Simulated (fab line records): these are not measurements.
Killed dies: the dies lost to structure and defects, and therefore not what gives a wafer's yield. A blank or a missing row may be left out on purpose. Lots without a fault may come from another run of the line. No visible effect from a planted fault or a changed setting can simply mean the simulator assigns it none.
A struck lot beside a sound one || flow sky130 || 17 out of 708 route steps
Sound: the wafers L314.2, L314.4, L314.6. The struck wafers were L324.1, L324.2, L324.5. The cause is given at the end.
At each step with rows: each side's tool, then ch and its chambers, then its first start. Under that, the readings that differ: sound wafers || struck wafers || difference of the means || sigmas: that difference in standard deviations of wafers without a fault.
alike: readings whose means differ by less than 2 such deviations, and words and numbers that are the same on both sides. not compared: withheld readings, readings that some wafer has no value for, bounds like >300 that may hide the same value, and numbers for which the record gives no deviation and whose values overlap.
Wherever a step has rows on one side only, a row that says differs or no value, or a row with sigmas, the two part there. Numbers that don't overlap but have no deviation are shown without sigmas and don't part them. A reading missing from all wafers of one side parts the sides only when that side holds two or more wafers.

SKY_LDD_HVN_OVL_MEAS_07:
  sound: overlay-01 at day 20 12:11; struck: overlay-01 at day 24 03:22
{"reading": "LDD_HVN_OVL (nm)", "sound": "1.0 0.5 1.1", "struck": "-2.4 -2.6 -3.0", "difference": -3.5, "sigmas": -2}
then, 1 step without rows for these wafers: SKY_LDD_HVN_IMPLANT_08.
SKY_LDD_HVN_STRIP_09: strips in O2/N2.
  sound on plasma-asher-04 ch 1, day 20 12:22; struck on plasma-asher-01 ch 0,1, day 24 03:34
  alike: chamber-pressure-mTorr, drypump-motor-current-A, n2-flow-sccm, oes-product-au, strip-time-to-endpoint-s
  not compared: rf-hours-counter-h
SKY_LDD_HVN_TW_MEAS_10:
  sound: film-metro-01 at day 20 12:28; struck: film-metro-04 at day 24 03:40
  alike: LDD_HVN_TW
then, 7 steps without rows for these wafers: SKY_LDD_HVP_DEHYDRATE_00 (time 60 s); SKY_LDD_HVP_HMDS_01 (prime time 60 s); SKY_LDD_HVP_COAT_02 (resist thk 300 nm); SKY_LDD_HVP_SOFTBAKE_03 (time 60 s); SKY_LDD_HVP_EXPOSE_04 (exposes mask HVPTM, target cd 700 nm); SKY_LDD_HVP_PEB_05; SKY_LDD_HVP_DEVELOP_06 (develop time 60 s).
SKY_LDD_HVP_OVL_MEAS_07:
  sound: overlay-01 at day 21 19:22; struck: overlay-01 at day 25 09:10
  alike: LDD_HVP_OVL
SKY_LDD_HVP_IMPLANT_08:
  sound on implanter-03 ch 0, day 21 19:26; struck on implanter-04 ch 0, day 25 09:13
{"reading": "dose-ions-cm2", "sound": "1.6997e+13 1.6995e+13 1.698e+13", "struck": "2.6059e+13 2.6059e+13 2.6069e+13", "difference": "+9.0717e+12", "sigmas": "+99 or more"}
{"reading": "faraday-current-uA", "sound": "97.2 95.5 96.8", "struck": "149.3 147.8 147.6", "difference": "+51.7", "sigmas": "+27"}
SKY_LDD_HVP_STRIP_09: strips in O2/N2.
  sound on plasma-asher-02 ch 0,1, day 21 19:33; struck on plasma-asher-01 ch 0,1, day 25 09:22
  alike: chamber-pressure-mTorr, drypump-motor-current-A, n2-flow-sccm, oes-product-au, strip-time-to-endpoint-s
  not compared: rf-hours-counter-h
SKY_LDD_HVP_TW_MEAS_10:
  sound: film-metro-04 at day 21 19:40; struck: film-metro-01 at day 25 09:28
{"reading": "LDD_HVP_TW", "sound": "451 450 451", "struck": "523 522 520", "difference": "+71", "sigmas": "+19"}
then, 1 step without rows for these wafers: SKY_LDD_LDN_DEHYDRATE_00 (time 60 s).
-- the record jumps here: 23 days lie between the struck wafers' starts before and after (it left off in module LDD_LDN and takes up again in module PAD_OPEN, whose first step shown is number 708 of the route) --
SKY_PAD_OPEN_PROBE_99:
  sound: prober-02 at day 45 19:11; struck: prober-02 at day 48 08:14
{"reading": "model.etest.tip_p_5v.rs-ohm-sq", "sound": "2867 2862 2872", "struck": "2105 2091 2086", "difference": -773, "sigmas": ""}
{"reading": "model.etest.pfet-g5v0d10v5.r-on-ohm-um", "sound": "4729 4774 4765", "struck": "4598 4643 4590", "difference": -146, "sigmas": ""}
{"reading": "model.etest.pfet-g5v0d10v5.drive-ua-um", "sound": "339.1 338.7 340.2", "struck": "351.8 350.4 348.9", "difference": "+11.0", "sigmas": ""}
{"reading": "model.etest.pfet-g5v0d10v5.off-log10-a-um", "sound": "-12.42 -12.5 -12.36", "struck": "-11.65 -11.62 -11.78", "difference": "+0.74", "sigmas": ""}
{"reading": "model.etest.ring_5v.delay-ps", "sound": "44.76 44.78 44.89", "struck": "44.74 44.46 44.58", "difference": -0.22, "sigmas": ""}
{"reading": "model.etest.pfet-g5v0d10v5.vt-sat-v (V)", "sound": "-0.6191 -0.6279 -0.6251", "struck": "-0.5618 -0.5648 -0.5741", "difference": "+0.0571", "sigmas": ""}
  alike: killed_at_M0_to_M3, killed_at_M4_up, killed-at-contacts, killed-at-front-end, killed-at-other, killed-dies, killed-open, killed-short

WHERE THEY PART
At SKY_LDD_HVN_OVL_MEAS_07 first; at SKY_LDD_HVP_TW_MEAS_10 last (within this record only). Later steps at which nothing parts them and some readings are alike: SKY_PAD_OPEN_PROBE_99.

WHY: whatever the simulator had introduced
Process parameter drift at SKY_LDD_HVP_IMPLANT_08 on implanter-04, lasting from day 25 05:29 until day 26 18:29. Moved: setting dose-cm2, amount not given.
